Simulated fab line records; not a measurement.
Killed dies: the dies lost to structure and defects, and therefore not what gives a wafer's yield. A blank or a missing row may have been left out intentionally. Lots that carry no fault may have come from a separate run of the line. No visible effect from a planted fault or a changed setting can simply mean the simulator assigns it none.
Check for tools in common || flow gf180mcu || 13 lots, 39 wafers sampled

== WHY THIS WAS OPENED ==
At GF_SAB_CD_MEAS_09 the reading cdNm is flagged on 1 of 13 lots. Wafers without a fault read 419.4 nm, standard deviation 2.6.
Rule: a lot is flagged when every wafer of it that has a number lies more than 4 standard deviations from that mean, or none has a number. As for the other lots, they are considered sound.

{"lot": "L869", "measured": "day 15 00:48", "on": "cdSem-02", "cdNm (nm), wafer by wafer": "424.2 422.6 421.4", "flag": ""}
{"lot": "L870", "measured": "day 15 06:02", "on": "cdSem-02", "cdNm (nm), wafer by wafer": "415.5 414.2 413.5", "flag": ""}
{"lot": "L871", "measured": "day 15 19:53", "on": "cdSem-02", "cdNm (nm), wafer by wafer": "421.0 419.6 419.8", "flag": ""}
{"lot": "L872", "measured": "day 16 05:31", "on": "cdSem-02", "cdNm (nm), wafer by wafer": "413.3 415.0 415.1", "flag": ""}
{"lot": "L873", "measured": "day 16 16:48", "on": "cdSem-01", "cdNm (nm), wafer by wafer": "416.4 416.3 416.5", "flag": ""}
{"lot": "L874", "measured": "day 16 22:07", "on": "cdSem-01", "cdNm (nm), wafer by wafer": "422.3 421.4 424.8", "flag": ""}
{"lot": "L881", "measured": "day 19 12:08", "on": "cdSem-02", "cdNm (nm), wafer by wafer": "457.3 456.9 459.8", "flag": "FLAGGED"}
{"lot": "L884", "measured": "day 20 14:03", "on": "cdSem-01", "cdNm (nm), wafer by wafer": "418.5 421.6 420.7", "flag": ""}
{"lot": "L887", "measured": "day 21 12:43", "on": "cdSem-01", "cdNm (nm), wafer by wafer": "420.1 423.2 421.3", "flag": ""}
{"lot": "L889", "measured": "day 22 05:57", "on": "cdSem-01", "cdNm (nm), wafer by wafer": "424.3 424.8 422.5", "flag": ""}
{"lot": "L890", "measured": "day 22 17:44", "on": "cdSem-02", "cdNm (nm), wafer by wafer": "421.5 420.5 418.0", "flag": ""}
{"lot": "L891", "measured": "day 22 23:58", "on": "cdSem-02", "cdNm (nm), wafer by wafer": "420.0 421.8 417.6", "flag": ""}
{"lot": "L892", "measured": "day 23 05:20", "on": "cdSem-01", "cdNm (nm), wafer by wafer": "415.5 416.8 415.6", "flag": ""}
The mean of the flagged lots' numbers is 458.0 nm, +38.6 nm from the usual (+15 standard deviations).

== TOOL THAT RAN EACH LOT ==
The record holds 1 process step before the reading, out of a route of 602 steps. Read each cell as the tool, then ch plus the chambers that the sampled wafers visited, then the start.
{"lot": "L869", "flag": "", "GF_SAB_DEVELOP_08": "lithoTrack-03 ch 0, day 15 00:39"}
{"lot": "L870", "flag": "", "GF_SAB_DEVELOP_08": "lithoTrack-02 ch 0, day 15 05:53"}
{"lot": "L871", "flag": "", "GF_SAB_DEVELOP_08": "lithoTrack-04 ch 0, day 15 19:44"}
{"lot": "L872", "flag": "", "GF_SAB_DEVELOP_08": "lithoTrack-04 ch 0, day 16 05:22"}
{"lot": "L873", "flag": "", "GF_SAB_DEVELOP_08": "lithoTrack-03 ch 0, day 16 16:39"}
{"lot": "L874", "flag": "", "GF_SAB_DEVELOP_08": "lithoTrack-03 ch 0, day 16 21:59"}
{"lot": "L881", "flag": "FLAGGED", "GF_SAB_DEVELOP_08": "lithoTrack-04 ch 0, day 19 11:59"}
{"lot": "L884", "flag": "", "GF_SAB_DEVELOP_08": "lithoTrack-03 ch 0, day 20 13:54"}
{"lot": "L887", "flag": "", "GF_SAB_DEVELOP_08": "lithoTrack-02 ch 0, day 21 12:34"}
{"lot": "L889", "flag": "", "GF_SAB_DEVELOP_08": "lithoTrack-02 ch 0, day 22 05:49"}
{"lot": "L890", "flag": "", "GF_SAB_DEVELOP_08": "lithoTrack-02 ch 0, day 22 17:35"}
{"lot": "L891", "flag": "", "GF_SAB_DEVELOP_08": "lithoTrack-04 ch 0, day 22 23:49"}
{"lot": "L892", "flag": "", "GF_SAB_DEVELOP_08": "lithoTrack-04 ch 0, day 23 05:11"}
What the steps here do:
- GF_SAB_DEVELOP_08: develop time 60 s.
- GF_SAB_CD_MEAS_09: target cd 420 nm.

== FLAGGED AGAINST TOTAL, ONE TOOL AT A TIME (gauges that did the reading follow at the end) ==
{"step": "GF_SAB_DEVELOP_08", "tool": "lithoTrack-02", "lots run": 4, "flagged": 0, "share of the flagged lots": "none", "sound lots run after its first flagged lot": "-"}
{"step": "GF_SAB_DEVELOP_08", "tool": "lithoTrack-03", "lots run": 4, "flagged": 0, "share of the flagged lots": "none", "sound lots run after its first flagged lot": "-"}
{"step": "GF_SAB_DEVELOP_08", "tool": "lithoTrack-04", "lots run": 5, "flagged": 1, "share of the flagged lots": "all", "sound lots run after its first flagged lot": "2 (L891,L892)"}
{"step": "GF_SAB_CD_MEAS_09", "tool": "cdSem-01", "lots run": 6, "flagged": 0, "share of the flagged lots": "none", "sound lots run after its first flagged lot": "-"}
{"step": "GF_SAB_CD_MEAS_09", "tool": "cdSem-02", "lots run": 7, "flagged": 1, "share of the flagged lots": "all", "sound lots run after its first flagged lot": "2 (L890,L891)"}

== WHAT THE TABLE ALLOWS ==
In 2 table rows, all flagged lots were run: lithoTrack-04 (GF_SAB_DEVELOP_08), cdSem-02 (GF_SAB_CD_MEAS_09).
- lithoTrack-04 at GF_SAB_DEVELOP_08: 1 of its 5 lots flagged. Sound lots ran on it after the first flagged one (L891, L892), which a lasting fault on the whole tool wouldn't allow.
- cdSem-02 at GF_SAB_CD_MEAS_09: 1 of its 7 lots flagged. Sound lots ran on it after the first flagged one (L890, L891), which a lasting fault on the whole tool wouldn't allow.
Not one row of the table ran every flagged lot while running no sound lot after the first.

== WHAT WAS PUT IN BY THE SIMULATOR ==
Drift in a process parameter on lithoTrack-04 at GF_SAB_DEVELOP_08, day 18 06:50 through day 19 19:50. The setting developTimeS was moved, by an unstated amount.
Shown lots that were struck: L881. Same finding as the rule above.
